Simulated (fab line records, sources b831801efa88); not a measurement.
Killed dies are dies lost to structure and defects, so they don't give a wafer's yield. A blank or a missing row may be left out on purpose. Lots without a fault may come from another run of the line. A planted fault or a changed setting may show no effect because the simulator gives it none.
One fault seen from 2 desks | flow sky130 | each desk has only its own numbers; what lay behind them comes last

THE TOOL OWNER'S DESK: pvd_sputter-03
The tool's own readings at SKY_VIA1_SPUTTER_20 (material TiN, target thk 20 nm, time 80 s): means of the sampled wafers that have a number, for each lot that ran on this tool. A lot is out of limits, marked OUT, if its mean lies more than 4 standard deviations from the usual mean; the brackets give that distance.
Columns: A = chamber_pressure_pa at SKY_VIA1_SPUTTER_20, usual 5.000 Pa; B = throttle_valve_pct at SKY_VIA1_SPUTTER_20, usual 30.0 %
lot  | first seen here | A                       | B
L985 | day 36 00:38    | 4.993                   | 30.6
L989 | day 37 02:14    | 3.947 (-99 or more) OUT | 34.6 (+4.2) OUT
L988 | day 37 03:52    | 3.937 (-99 or more) OUT | 34.8 (+4.4) OUT
L102 | day 40 16:38    | 4.993                   | 30.3
This desk's finding: out of limits on L988, L989; first on L989, day 37 02:14 (chamber_pressure_pa at SKY_VIA1_SPUTTER_20). In limits: L985, L102.

THE METROLOGY DESK
What the gauges read, lot by lot, whatever tool the lot ran on: means of the sampled wafers that have a number. A lot is out of limits, marked OUT, if its mean lies more than 4 standard deviations from the usual mean; the brackets give that distance.
Columns: A = VIA1_BOW at SKY_VIA1_BOW_MEAS_03, usual 81 um
lot  | first seen here | A
L979 | day 32 10:34    | 86
L980 | day 33 03:59    | 82
L985 | day 34 21:28    | 88
L989 | day 35 22:44    | 70
L988 | day 36 01:05    | 82
L991 | day 36 19:19    | 81
L993 | day 37 11:38    | 77
L997 | day 38 14:14    | 88
L999 | day 38 23:43    | 79
L102 | day 39 14:55    | 94
This desk's finding: nothing out of limits on any of the 10 lots.

PUT TOGETHER
The tool owner's desk could have raised an alarm at day 37 02:14, on L988, L989.
The metrology desk saw nothing out of limits.
The metrology desk has L988, L989 on record, within its limits.
Of the lots named, all ran SKY_VIA1_SPUTTER_20 on pvd_sputter-03.

WHAT THE SIMULATOR HAD PUT IN
Process parameter drift: pvd_sputter-03, from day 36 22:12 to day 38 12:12, at SKY_VIA1_SPUTTER_20. Setting chamber_pressure_pa, moved by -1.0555, from 5. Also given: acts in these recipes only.
Lots struck among those shown: L988, L989.
Hours from the fault's start to each desk's first reading out of limits: the tool owner's desk, 4.
